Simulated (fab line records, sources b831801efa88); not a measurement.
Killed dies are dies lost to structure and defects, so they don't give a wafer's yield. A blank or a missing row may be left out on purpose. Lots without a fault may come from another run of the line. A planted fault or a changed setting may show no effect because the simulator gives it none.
Which tool did it? | flow sky130 | 24 lots, 72 wafers sampled, at 4 steps of a route of 708

WHAT THE GAUGES READ, wafer by wafer
SKY_SD_N_RS_MEAS_17: measures by four-point-probe.
lot  | measured     | on            | SD_P_RS (ohm/sq)
L074 | day 28 04:58 | film_metro-02 | 146.9 147.0 147.1
L075 | day 28 14:17 | film_metro-02 | 146.9 146.8 146.7
L076 | day 28 19:55 | film_metro-03 | 146.3 146.6 146.7
L077 | day 29 17:35 | film_metro-04 | 146.6 147.1 146.7
L078 | day 30 19:12 | film_metro-02 | 146.5 145.9 146.3
L080 | day 31 01:50 | film_metro-04 | 146.7 146.9 147.0
L079 | day 31 03:40 | film_metro-02 | 146.1 146.4 146.5
L081 | day 31 19:02 | film_metro-02 | 147.1 147.3 147.0
L082 | day 31 20:04 | film_metro-02 | 147.0 146.6 147.2
L083 | day 31 23:25 | film_metro-02 | 146.9 147.2 147.0
L084 | day 32 03:30 | film_metro-04 | 147.1 147.7 147.2
L085 | day 32 03:14 | film_metro-02 | 147.8 146.9 147.1
L087 | day 32 17:31 | film_metro-03 | 147.2 147.3 147.0
L086 | day 32 21:30 | film_metro-03 | 146.8 146.6 146.5
L089 | day 33 11:05 | film_metro-03 | 147.0 146.7 146.5
L088 | day 33 15:55 | film_metro-03 | 147.3 147.5 147.1
L090 | day 33 23:35 | film_metro-03 | 146.5 147.0 146.8
L091 | day 34 01:06 | film_metro-02 | 147.4 146.6 146.8
L092 | day 34 05:33 | film_metro-03 | 147.2 146.5 147.2
L093 | day 34 07:02 | film_metro-04 | 146.8 146.9 147.2
L094 | day 34 11:26 | film_metro-03 | 146.9 147.0 147.2
L095 | day 35 09:50 | film_metro-03 | 146.6 146.6 146.7
L096 | day 35 11:32 | film_metro-02 | 146.0 146.3 146.1
L097 | day 35 12:30 | film_metro-04 | 146.3 146.8 146.5

SKY_CONTACT_RS_MEAS_25: measures by four-point-probe.
lot  | measured     | on            | CONTACT_W_RS (ohm/sq)
L074 | day 31 23:04 | film_metro-01 | 0.332 0.330 0.335
L075 | day 32 08:19 | film_metro-02 | 0.331 0.331 0.332
L076 | day 32 13:25 | film_metro-04 | 0.341 0.336 0.342
L077 | day 33 09:52 | film_metro-04 | 0.336 0.329 0.332
L078 | day 34 08:46 | film_metro-04 | 0.336 0.335 0.333
L080 | day 34 17:07 | film_metro-02 | 0.334 0.334 0.338
L079 | day 34 17:31 | film_metro-04 | 0.340 0.339 0.339
L081 | day 35 08:37 | film_metro-02 | 0.336 0.336 0.332
L082 | day 35 10:55 | film_metro-01 | 0.342 0.333 0.341
L083 | day 35 12:50 | film_metro-01 | 0.334 0.334 0.340
L084 | day 35 13:58 | film_metro-02 | 0.336 0.335 0.333
L085 | day 35 13:38 | film_metro-04 | 0.343 0.341 0.344
L087 | day 36 03:19 | film_metro-02 | 0.341 0.345 0.338
L086 | day 36 09:37 | film_metro-01 | 0.333 0.330 0.336
L089 | day 36 23:17 | film_metro-04 | 0.337 0.340 0.332
L088 | day 37 03:46 | film_metro-02 | 0.340 0.344 0.340
L090 | day 37 12:05 | film_metro-02 | 0.340 0.330 0.336
L091 | day 37 14:44 | film_metro-01 | 0.342 0.343 0.344
L092 | day 37 17:48 | film_metro-02 | 0.332 0.332 0.332
L093 | day 37 19:32 | film_metro-04 | 0.341 0.333 0.332
L094 | day 38 00:09 | film_metro-02 | 0.344 0.341 0.335
L095 | day 38 20:35 | film_metro-01 | 0.341 0.342 0.336
L096 | day 38 21:50 | film_metro-04 | 0.341 0.334 0.339
L097 | day 38 23:10 | film_metro-01 | 0.339 0.341 0.340

WHICH TOOL RAN EACH LOT (tool, then ch and the chambers of the sampled wafers, then the start)
lot  | SKY_LDD_P_STRIP_10                   | SKY_CONTACT_CVD_24
L074 | plasma_asher-04 ch 0,1, day 19 07:43 | cvd_w-02 ch 0,1, day 31 22:58
L075 | plasma_asher-04 ch 0,1, day 19 17:23 | cvd_w-02 ch 0,1, day 32 08:13
L076 | plasma_asher-04 ch 0,1, day 19 21:32 | cvd_w-01 ch 0,1, day 32 13:17
L077 | plasma_asher-04 ch 0,1, day 21 00:05 | cvd_w-02 ch 0,1, day 33 09:46
L078 | plasma_asher-04 ch 0,1, day 22 04:35 | cvd_w-02 ch 1, day 34 08:38
L080 | plasma_asher-01 ch 0,1, day 22 12:53 | cvd_w-02 ch 0,1, day 34 17:01
L079 | plasma_asher-04 ch 0,1, day 22 13:50 | cvd_w-01 ch 0,1, day 34 17:23
L081 | plasma_asher-01 ch 0,1, day 23 04:28 | cvd_w-02 ch 0,1, day 35 08:30
L082 | plasma_asher-01 ch 0,1, day 23 05:32 | cvd_w-02 ch 0,1, day 35 10:47
L083 | plasma_asher-04 ch 0,1, day 23 06:26 | cvd_w-02 ch 0,1, day 35 12:43
L084 | plasma_asher-01 ch 0,1, day 23 12:14 | cvd_w-02 ch 0,1, day 35 13:50
L085 | plasma_asher-03 ch 0,1, day 23 14:22 | cvd_w-01 ch 0,1, day 35 13:31
L087 | plasma_asher-04 ch 0,1, day 24 04:20 | cvd_w-01 ch 1, day 36 03:11
L086 | plasma_asher-04 ch 0,1, day 24 09:08 | cvd_w-02 ch 0,1, day 36 09:31
L089 | plasma_asher-01 ch 0,1, day 25 00:08 | cvd_w-02 ch 0,1, day 36 23:10
L088 | plasma_asher-04 ch 0,1, day 25 05:16 | cvd_w-01 ch 0,1, day 37 03:40
L090 | plasma_asher-04 ch 0,1, day 25 07:23 | cvd_w-02 ch 0,1, day 37 11:58
L091 | plasma_asher-01 ch 0,1, day 25 14:47 | cvd_w-01 ch 0,1, day 37 14:37
L092 | plasma_asher-01 ch 0,1, day 25 23:50 | cvd_w-02 ch 0,1, day 37 17:40
L093 | plasma_asher-04 ch 0,1, day 26 01:32 | cvd_w-02 ch 0,1, day 37 19:25
L094 | plasma_asher-03 ch 0,1, day 26 08:02 | cvd_w-02 ch 0,1, day 38 00:02
L095 | plasma_asher-03 ch 0,1, day 27 04:04 | cvd_w-01 ch 0,1, day 38 20:27
L096 | plasma_asher-03 ch 0,1, day 27 06:29 | cvd_w-01 ch 0,1, day 38 21:43
L097 | plasma_asher-01 ch 0,1, day 27 09:37 | cvd_w-01 ch 0,1, day 38 23:01
- SKY_LDD_P_STRIP_10: strips in O2/N2.
- SKY_CONTACT_CVD_24: deposits W, target thk 340 nm, time 102.12 s.

WHAT THE TOOLS THEMSELVES READ (means of the sampled wafers that have a number; where no wafer has one, the mark that the record gives instead)
SKY_LDD_P_STRIP_10.
lot  | tool            | drypump_motor_current_A (A) | oes_product_au (a.u.) | strip_time_to_endpoint_s (s)
L074 | plasma_asher-04 | 5.4                         | 0.715                 | 14.19
L075 | plasma_asher-04 | 5.5                         | 0.717                 | 14.18
L076 | plasma_asher-04 | 5.4                         | 0.721                 | 14.17
L077 | plasma_asher-04 | 5.6                         | 0.710                 | 14.14
L078 | plasma_asher-04 | 5.4                         | 0.719                 | 14.23
L080 | plasma_asher-01 | 6.1                         | 0.714                 | 14.18
L079 | plasma_asher-04 | 5.5                         | 0.712                 | 14.20
L081 | plasma_asher-01 | 6.0                         | 0.711                 | 14.17
L082 | plasma_asher-01 | 6.0                         | 0.715                 | 14.19
L083 | plasma_asher-04 | 5.6                         | 0.715                 | 14.19
L084 | plasma_asher-01 | 6.1                         | 0.722                 | 14.12
L085 | plasma_asher-03 | 5.6                         | 0.713                 | 14.19
L087 | plasma_asher-04 | 5.4                         | 0.715                 | 14.17
L086 | plasma_asher-04 | 5.4                         | 0.713                 | 14.26
L089 | plasma_asher-01 | 6.1                         | 0.718                 | 14.12
L088 | plasma_asher-04 | 5.4                         | 0.708                 | 14.19
L090 | plasma_asher-04 | 5.4                         | 0.715                 | 14.23
L091 | plasma_asher-01 | 6.2                         | 0.717                 | 14.21
L092 | plasma_asher-01 | 6.1                         | 0.717                 | 14.22
L093 | plasma_asher-04 | 5.4                         | 0.719                 | 14.14
L094 | plasma_asher-03 | 5.7                         | 0.717                 | 14.14
L095 | plasma_asher-03 | 5.5                         | 0.716                 | 14.19
L096 | plasma_asher-03 | 5.7                         | 0.717                 | 14.17
L097 | plasma_asher-01 | 6.1                         | 0.716                 | 14.15

SKY_CONTACT_CVD_24.
lot  | tool     | heater_power_w (W) | susceptor_temp_C (C)
L074 | cvd_w-02 | 835                | 399.95
L075 | cvd_w-02 | 823                | 399.89
L076 | cvd_w-01 | 813                | 399.94
L077 | cvd_w-02 | 799                | 400.05
L078 | cvd_w-02 | 799                | 400.01
L080 | cvd_w-02 | 814                | 399.90
L079 | cvd_w-01 | 804                | 399.82
L081 | cvd_w-02 | 810                | 400.09
L082 | cvd_w-02 | 814                | 399.93
L083 | cvd_w-02 | 812                | 399.82
L084 | cvd_w-02 | 825                | 400.02
L085 | cvd_w-01 | 820                | 400.10
L087 | cvd_w-01 | 840                | 400.17
L086 | cvd_w-02 | 813                | 400.15
L089 | cvd_w-02 | 831                | 399.95
L088 | cvd_w-01 | 796                | 400.23
L090 | cvd_w-02 | 847                | 400.07
L091 | cvd_w-01 | 794                | 400.32
L092 | cvd_w-02 | 826                | 400.11
L093 | cvd_w-02 | 841                | 399.90
L094 | cvd_w-02 | 822                | 400.04
L095 | cvd_w-01 | 801                | 399.94
L096 | cvd_w-01 | 818                | 399.83
L097 | cvd_w-01 | 798                | 399.98

THE ANSWER, worked out from the rows above alone
Rule: what is usual is taken from the lots themselves. Put in order of their means at a reading, lots are off if they are a third of the lots or fewer, leave a main group of 4 or more, and stand apart from it by a gap of 3 or more times the standard deviation of the main group's means; of several such gaps the widest counts. A main group whose means are all the same, to the digits that the tables above print for the reading, isn't used. A lot without any number at a reading at which 4 lots or more have one is off too. The other lots that the step has rows for count as sound. The gauges are gone through in route order, then the tools' own readings, and for those a lot's mean is taken as printed above. The first step at which some lot is off is used, and at that step the reading that is off furthest; a lot without a number counts as furthest.
No lot is off at any reading shown: from this, nothing can be told.

WHAT THE SIMULATOR HAD PUT IN
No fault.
